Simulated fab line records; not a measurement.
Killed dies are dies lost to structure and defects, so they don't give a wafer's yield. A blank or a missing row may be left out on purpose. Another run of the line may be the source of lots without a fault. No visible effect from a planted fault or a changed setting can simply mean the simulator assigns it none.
fab line records	flow sfq-line
[record] lots = 6	wafers = 18	last-day = 87
route steps=325 shown M2@102 I2@103
lots untouched by any fault: they come from a run of this same line in which no faults occurred
start-h: hours from the record's first day to the start of the lot's first wafer shown	wait-h: hours elapsed since this lot's preceding step	" the same as in the row above	L1.1+2: one row covering several wafers at once	- no value, or no start was given	* or withheld: withheld	< > ~ a bound
route shown NAME@n: names a module that has steps shown in the file, with the first one's number in the route	usual: mean and standard deviation over wafers with no fault	same: alike in all rows	chamber/n: place in a boat	sites: per-site readings	_std_site: their standard deviation	_edge_site: outer sites' mean less inner sites'	radius-mm: how far each site lies from the wafer's centre	mask NAME#n: copy n	behind: the tool/chamber that last shaped the wafer	hold: why the lot was held/for how many hours/how that ended	device: names the non-switching transistor (n, p or np)	end of line: the tests these same wafers got at the end of their route	where a step has no rows: the recipe by itself	killed: dies that structure and defects cost at the first sort, which is not the same as the wafer's yield	map: per-die view of a wafer (x killed, . not killed, _ where there is no die)
set.NAME: the run value of the setting; set.NAME@STEP: its run value at that earlier step	model.NAME: the simulator's own value behind a step, which no gauge read
a table for each step, a row for each wafer; lots at some steps of the route
services: the hour from which a tool's chamber was out of use, counted from the record's first day as start-h (under 0 if before that day), plus the number of hours and why
[[steps]]
[step SFQ_TRILAYER_M2_STRIP_SOLV_CLEAN_062]
[recipe] chemistry = NMP	temp-c = 70	time-s = 600
[step SFQ_TRILAYER_I2_DEP_PECVD_063]
[recipe] material = SiO2	temp-c = 150	time-s = 111.11	pressure-torr = 2.4	rf-w = 183.3	precursor = SiH4/N2O	target-thk-nm = 500
[usual] heater-power-w = 86/9.8	susceptor-temp-C = 149.99/0.16	throttle-valve-pct = 24.8/1.4
lot.wafer	tool	chamber	start-h	wait-h	heater-power-w	susceptor-temp-C	throttle-valve-pct
L441.3	pecvd-02	1	633.50	0.0	92	150.23	26.1
L441.4	"	0	"	"	97	149.91	24.6
L441.5	"	2	"	"	65	150.07	24.4
L444.1	pecvd-02	2	637.10	0.0	79	150.01	24.6
L444.2	"	1	"	"	96	150.00	26.3
L444.6	"	2	"	"	83	150.20	24.4
L453.1	pecvd-02	1	842.38	0.0	90	149.69	26.9
L453.2	"	2	"	"	78	149.90	24.8
L453.5	"	1	"	"	95	150.03	26.8
L454.4	pecvd-02	1	849.66	0.0	88	150.02	26.6
L454.5	"	1	"	"	93	149.94	26.9
L454.6	"	2	"	"	75	149.77	24.5
L460.1	pecvd-04	2	909.62	0.0	89	150.20	24.2
L460.4	"	0	"	"	101	150.01	22.6
L460.6	"	1	"	"	88	150.21	22.9
L462.2	pecvd-01	2	926.07	0.0	89	150.21	26.9
L462.4	"	1	"	"	102	150.20	24.1
L462.6	"	2	"	"	88	150.03	26.7
[step SFQ_TRILAYER_I2_CMP_CMP_064]
[recipe] material = SiO2	down-force-psi = 3	platen-rpm = 60	pad-velocity-m-s = 0.94248
[usual] motor-current-A = 10.1/1	time-to-endpoint-s = 216/6.8
lot.wafer	tool	chamber	start-h	wait-h	motor-current-A	time-to-endpoint-s
L441.4	cmp-01	2	633.58	0.0	9.4	217
L441.3	"	1	635.08	1.5	8.6	212
L441.5	"	2	"	"	9.2	222
L444.2	cmp-01	3	639.58	2.4	9.9	221
L444.1	"	2	641.08	3.9	9.1	218
L444.6	"	3	"	"	9.8	224
L453.1	cmp-02	2	845.74	3.3	10.5	217
L453.2	"	1	847.24	4.8	10.9	210
L453.5	"	2	"	"	11.8	211
L454.4	cmp-01	2	853.71	4.0	9.6	212
L454.6	"	3	"	"	10.3	207
L454.5	"	0	"	"	9.5	211
L460.4	cmp-02	0	910.20	0.5	9.1	227
L460.1	"	2	911.20	1.5	11.4	208
L460.6	"	3	"	"	11.0	222
L462.2	cmp-02	2	933.06	7.0	10.9	213
L462.4	"	3	"	"	11.0	210
L462.6	"	0	"	"	8.5	222
[step SFQ_I2_BOW_MEAS_917]
[recipe] mode = bow
[usual] I2_BOW = 3/8.3
lot.wafer	tool	chamber	start-h	wait-h	I2_BOW[um]
L441.3	film-metro-04	-	636.62	1.0	-11
L441.4	"	-	"	"	-5
L441.5	"	-	"	"	-13
L444.1	film-metro-04	-	642.58	1.0	-4
L444.2	"	-	"	"	-1
L444.6	"	-	"	"	-5
L453.1	film-metro-04	-	848.74	2.5	0
L453.2	"	-	"	"	5
L453.5	"	-	"	"	-4
L454.4	film-metro-02	-	855.27	1.1	-8
L454.5	"	-	"	"	-3
L454.6	"	-	"	"	2
L460.1	film-metro-02	-	912.70	1.0	2
L460.4	"	-	"	"	7
L460.6	"	-	"	"	4
L462.2	film-metro-04	-	935.08	1.5	5
L462.4	"	-	"	"	10
L462.6	"	-	"	"	20
[step SFQ_TRILAYER_I2_METRO_MEASURE_065]
[usual] thk-nm = 199.7/1
lot.wafer	tool	chamber	start-h	wait-h	thk-nm
L441.3	film-metro-04	-	637.10	0.5	200.0
L441.4	"	-	"	"	201.0
L441.5	"	-	"	"	200.5
L444.1	film-metro-04	-	642.70	0.1	200.7
L444.2	"	-	"	"	199.8
L444.6	"	-	"	"	200.2
L453.1	film-metro-04	-	848.86	0.1	198.3
L453.2	"	-	"	"	199.0
L453.5	"	-	"	"	199.2
L454.4	film-metro-02	-	855.93	0.6	198.6
L454.5	"	-	"	"	198.8
L454.6	"	-	"	"	198.4
L460.1	film-metro-02	-	912.82	0.1	198.9
L460.4	"	-	"	"	199.8
L460.6	"	-	"	"	200.2
L462.2	film-metro-04	-	935.38	0.3	199.1
L462.4	"	-	"	"	200.8
L462.6	"	-	"	"	202.2
[step SFQ_TRILAYER_I2_VIA_LITHO_COAT_072]
[recipe] resist = BARC	spin-rpm = 3000	resist-thk-nm = 62
[step SFQ_TRILAYER_I2_VIA_LITHO_COAT_067]
[recipe] resist = KrF	spin-rpm = 3000	resist-thk-nm = 650
[step SFQ_TRILAYER_I2_VIA_LITHO_SOFTBAKE_071]
[recipe] temp-c = withheld	time-s = withheld	resist = KrF
[step SFQ_TRILAYER_I2_VIA_LITHO_EXPOSE_068]
[recipe] mask-id = I2	na = 0.6	source-shape = conventional	sigma-outer = 0.65	target-cd-nm = 500	dose-mj = 21.3
[step SFQ_TRILAYER_I2_VIA_LITHO_PEB_070]
[recipe] peb-temp-c = 115	peb-time-s = 60	resist = KrF
[step SFQ_TRILAYER_I2_VIA_LITHO_DEVELOP_069]
[recipe] time-s = 60	resist = KrF
[step SFQ_I2_OVL_MEAS_918]
[usual] I2_OVL = 0/4.3
lot.wafer	tool	chamber	start-h	wait-h	I2_OVL[nm]
L441.3	overlay-02	-	778.20	0.1	6
L441.4	"	-	"	"	-1
L441.5	"	-	"	"	-4
L444.1	overlay-01	-	787.78	0.1	4
L444.2	"	-	"	"	0
L444.6	"	-	"	"	1
L453.1	overlay-01	-	988.51	0.1	1
L453.2	"	-	"	"	2
L453.5	"	-	"	"	-1
L454.4	overlay-01	-	998.25	0.1	-2
L454.5	"	-	"	"	-5
L454.6	"	-	"	"	-6
L460.1	overlay-02	-	1057.19	0.1	-2
L460.4	"	-	"	"	-1
L460.6	"	-	"	"	-4
L462.2	overlay-02	-	1075.20	0.1	-2
L462.4	"	-	"	"	-1
L462.6	"	-	"	"	-5
[step SFQ_TRILAYER_I2_VIA_BARC_OPEN_VIA_ETCH_096]
[recipe] mask-material = PR	chemistry = O2	target-depth-nm = 125	target = BARC	source-w = 500	bias-w = 80	pressure-mtorr = 30	time-s = 41.7
[usual] drypump-motor-current-A = 5.6/0.6	oes-product-au = 0.685/0.0045	run-length-s = 70.0/0.48
lot.wafer	tool	chamber	start-h	wait-h	drypump-motor-current-A	oes-product-au	rf-hours-counter-h	run-length-s	model.KrF_of_TRILAYER_I2_VIA_LITHO_COAT_067.thk-nm
L441.3	rie-diel-04	0	778.22	0.0	5.1	0.682	0	69.9	573
L441.4	"	1	"	"	4.9	0.683	-	69.7	572.3
L441.5	"	3	"	"	6.0	0.680	-	70.7	569.7
L444.1	rie-diel-04	0	787.82	0.0	5.1	0.680	0	70.1	574
L444.2	"	1	"	"	4.9	0.688	23	69.6	575.6
L444.6	"	3	"	"	6.0	0.683	-	70.6	574.9
L453.1	rie-diel-04	3	988.55	0.0	6.0	0.735	7	67.3	577.3
L453.2	"	2	"	"	5.2	0.722	9	66.3	577.5
L453.5	"	1	"	"	4.9	0.732	-	66.9	577.9
L454.4	rie-diel-04	3	998.27	0.0	6.0	0.686	7	70.9	574.9
L454.5	"	0	"	"	5.1	0.737	-	66.4	578.3
L454.6	"	3	"	"	6.1	0.689	-	70.7	575.1
L460.1	rie-diel-02	1	1057.23	0.0	4.8	0.681	13	71.1	568.5
L460.4	"	3	"	"	5.7	0.679	8	70.2	572.7
L460.6	"	2	"	"	6.2	0.686	-	69.8	568.7
L462.2	rie-diel-02	2	1075.23	0.0	6.3	0.689	4	69.5	572.9
L462.4	"	3	"	"	5.7	0.682	8	70.5	572.8
L462.6	"	3	"	"	5.7	0.677	-	70.1	573.9
[step SFQ_TRILAYER_I2_VIA_ETCH_VIA_ETCH_070]
[recipe] target = SiO2	stop-on = Nb	mask-material = PR	taper-deg = 20	chemistry = CHF3	target-depth-nm = 260	source-w = 500	bias-w = 80	pressure-mtorr = 30	time-s = withheld
[usual] drypump-motor-current-A = 5.6/0.6	oes-product-au = 0.853/0.005
lot.wafer	tool	chamber	start-h	wait-h	drypump-motor-current-A	oes-product-au	model.KrF_of_TRILAYER_I2_VIA_LITHO_COAT_067.thk-nm
L441.3	rie-diel-04	0	778.26	0.0	5.1	0.853	529.5
L441.4	"	1	"	"	4.9	0.859	527.9
L441.5	"	3	"	"	6.0	0.857	526.3
L444.1	rie-diel-04	0	787.86	0.0	5.1	0.860	529.6
L444.2	"	1	"	"	4.9	0.852	531.1
L444.6	"	3	"	"	6.0	0.853	531.3
L453.1	rie-diel-04	3	988.59	0.0	6.0	0.846	533.1
L453.2	"	2	"	"	5.1	0.845	533
L453.5	"	1	"	"	4.9	0.849	533.1
L454.4	rie-diel-04	3	998.31	0.0	6.1	0.851	530.8
L454.5	"	0	"	"	5.1	0.852	534.5
L454.6	"	3	"	"	6.0	0.858	530.9
L460.1	rie-diel-02	1	1057.27	0.0	4.8	0.853	522.7
L460.4	"	3	"	"	5.7	0.858	527.6
L460.6	"	2	"	"	6.3	0.861	522.8
L462.2	rie-diel-02	2	1075.27	0.0	6.3	0.858	527.2
L462.4	"	3	"	"	5.7	0.854	527.3
L462.6	"	3	"	"	5.7	0.861	528.4
[step SFQ_TRILAYER_I2_VIA_STRIP_STRIP_071]
[recipe] gas = O2	power-w = 200	platen-temp-c = 40	overash-fraction = 0.65	chemistry = O2	pressure-mtorr = 50
[usual] drypump-motor-current-A = 5.63/0.2	oes-product-au = 1.003/0.0091
lot.wafer	tool	chamber	start-h	wait-h	drypump-motor-current-A	oes-product-au	rf-hours-counter-h
L441.3	rie-metal-04	0	778.57	-	5.54	1.001	-
L441.4	"	1	"	"	5.67	0.995	-
L441.5	"	1	"	"	5.65	0.999	-
L444.1	rie-metal-04	1	787.97	-	5.67	0.999	59
L444.2	"	0	"	"	5.60	0.996	69
L444.6	"	0	"	"	5.57	1.003	-
L453.1	rie-metal-04	0	988.70	-	5.58	1.001	100
L453.2	"	0	"	"	5.58	0.994	-
L453.5	"	0	"	"	5.63	0.992	-
L454.4	rie-metal-04	0	998.62	-	5.59	1.000	-
L454.5	"	0	"	"	5.60	1.003	-
L454.6	"	1	"	"	5.66	1.026	-
L460.1	rie-metal-04	1	1057.38	-	5.66	1.005	90
L460.4	"	0	"	"	5.60	0.996	-
L460.6	"	0	"	"	5.60	1.012	-
L462.2	rie-metal-02	0	1075.38	-	5.58	1.003	113
L462.4	"	0	"	"	5.58	1.001	-
L462.6	"	1	"	"	5.76	1.016	-
[[services]]
tool	chamber	start-h	hours	kind
rie-diel-02	2	616.22	19.5	repair
rie-diel-02	1	628.75	4.7	repair
film-metro-04	-	641.18	1.0	pm
film-metro-04	-	647.48	0.2	pm
film-metro-04	-	673.06	8.3	repair
pecvd-02	-	679.87	0.6	repair
film-metro-04	-	681.32	0.8	pm
pecvd-02	-	688.50	0.8	pm
rie-diel-04	2	690.26	10.6	repair
rie-diel-02	0	703.97	16.7	repair
film-metro-04	-	707.69	5.7	repair
rie-metal-04	-	714.82	14.6	pm
film-metro-04	-	732.37	2.0	pm
rie-diel-04	-	752.43	0.6	repair
rie-diel-04	2	771.79	19.3	repair
rie-diel-04	3	788.19	3.5	repair
rie-diel-04	3	810.86	10.1	repair
rie-diel-04	0	857.66	2.5	repair
rie-metal-04	1	864.49	34.7	repair
rie-diel-04	1	896.74	5.3	repair
rie-diel-04	2	898.43	14.4	repair
rie-metal-04	0	911.74	4.5	repair
rie-metal-04	-	926.55	1.4	pm
rie-diel-04	2	1065.81	6.3	repair
[[key]]
[first-sign] step = SFQ_TRILAYER_I2_VIA_BARC_OPEN_VIA_ETCH_096	reading = oes-product-au	direction = up	sigmas = 10	usual = 0.685	struck = 0.731
[effect] step = SFQ_TRILAYER_I2_VIA_BARC_OPEN_VIA_ETCH_096	reading = run-length-s	direction = down	sigmas = 6.9	usual = *	struck = *
[model-effect] step = SFQ_TRILAYER_I2_VIA_BARC_OPEN_VIA_ETCH_096	value = KrF_of_TRILAYER_I2_VIA_LITHO_COAT_067.thk-nm	without = 573.7	struck = 577.7
[model-effect] step = SFQ_TRILAYER_I2_VIA_ETCH_VIA_ETCH_070	value = KrF_of_TRILAYER_I2_VIA_LITHO_COAT_067.thk-nm	without = 529.4	struck = 533.4
met-at SFQ_TRILAYER_I2_VIA_BARC_OPEN_VIA_ETCH_096
struck-wafers L453.1,L453.2,L453.5,L454.5
onset-between 787.82 988.55
[fault] kind = process-parameter-drift	tool = rie-diel-04	chamber = -	onset-h = 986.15	steps = SFQ_TRILAYER_I2_VIA_BARC_OPEN_VIA_ETCH_096	channel = time-s	offset = *	shape = step	end-h = 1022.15	scope = struck-wafers-only	acts-in = *	stated = *
